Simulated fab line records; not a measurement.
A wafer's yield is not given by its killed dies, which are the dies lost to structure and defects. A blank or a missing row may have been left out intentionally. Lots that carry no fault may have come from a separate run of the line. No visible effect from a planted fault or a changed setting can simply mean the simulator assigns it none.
Struck lot and sound lot, side by side || flow sky130 || 14 out of 708 route steps
Sound: the wafers L278.1, L278.2, L278.6. The struck wafers were L283.2, L283.5, L283.6. At the end, the cause is stated.
Each step with rows lists, per side, the tool, then ch with its chambers, then its first start. Under that, the readings that differ: sound wafers || struck wafers || difference of the means || sigmas: that difference in standard deviations of wafers without a fault.
alike: readings with means less than 2 such deviations apart, plus words and numbers identical on both sides. not compared: withheld readings, readings lacking a value on some wafer, bounds such as >300 that could conceal the same value, and numbers that have no deviation in the record and whose values overlap.
The two part at a step that has a row with sigmas, a row that says differs or no value, or rows on one side only. Non-overlapping numbers with no deviation appear without sigmas and do not part them. A reading that every wafer of one side lacks parts them only if that side has two wafers or more.

SKY_METAL1_SPUTTER_02: material AlCu, target thk 250 nm, time 13.3 s.
  struck on pvd sputter-04, day 36 09:01; sound on pvd sputter-04, day 34 20:37
  alike: throttle valve pct
SKY_METAL1_SPUTTER_03: material Ti, target thk 5 nm, time 3.3 s.
  struck on pvd sputter-04, day 36 09:02; sound on pvd sputter-04, day 34 20:38
  alike: throttle valve pct
SKY_METAL1_SPUTTER_04: material TiN, target thk 70 nm, time 58.3 s.
  struck on pvd sputter-04, day 36 09:03; sound on pvd sputter-04, day 34 20:40
  alike: throttle valve pct
SKY_METAL1_RS_MEAS_05: the measuring method here is four-point-probe.
  struck on film metro-03, day 36 09:07; sound on film metro-04, day 34 20:43
  alike: METAL1_ALCU_RS
SKY_METAL1_THK_MEAS_06: measures by xrf.
  struck on film metro-03, day 36 09:14; sound on film metro-04, day 34 20:50
  alike: METAL1_ALCU_THK
then, 7 steps without rows for these wafers: SKY_METAL1_DEHYDRATE_07 (time 60 s); SKY_METAL1_HMDS_08 (prime time 60 s); SKY_METAL1_COAT_09 (resist thk 60 nm); SKY_METAL1_COAT_10 (resist thk 450 nm); SKY_METAL1_SOFTBAKE_11 (time 90 s); SKY_METAL1_EXPOSE_12 (exposes mask MM1, target cd 140 nm); SKY_METAL1_PEB_13.
SKY_METAL1_DEVELOP_14: develop time 60 s.
  struck on litho track-03, day 37 10:00; sound on litho track-03 ch 0, day 35 22:00
  no value came back on the struck wafers for chill plate temp C (C), develop time s (s), exhaust pa (Pa); on the sound wafers chill plate temp C (C) reads 23.07 23.09 22.87
{"reading": "model.KrF-thick_of_METAL1_COAT_10.thk nm (nm)", "sound": "434.1 434.3 434.9", "struck": "448.8 449.4 448.5", "difference": "+14.5", "sigmas": ""}
SKY_METAL1_CD_MEAS_15: the cd target is 140 nm.
  struck on cd sem-02, day 37 10:41; sound on cd sem-01, day 35 23:01
{"reading": "cd nm (nm)", "sound": "138.3 138.2 136.0", "struck": "- - -", "difference": "no value on the struck wafers", "sigmas": ""}

## WHERE THEY PART
First at SKY_METAL1_DEVELOP_14; last, within this record, at SKY_METAL1_CD_MEAS_15.

WHY: whatever the simulator had introduced
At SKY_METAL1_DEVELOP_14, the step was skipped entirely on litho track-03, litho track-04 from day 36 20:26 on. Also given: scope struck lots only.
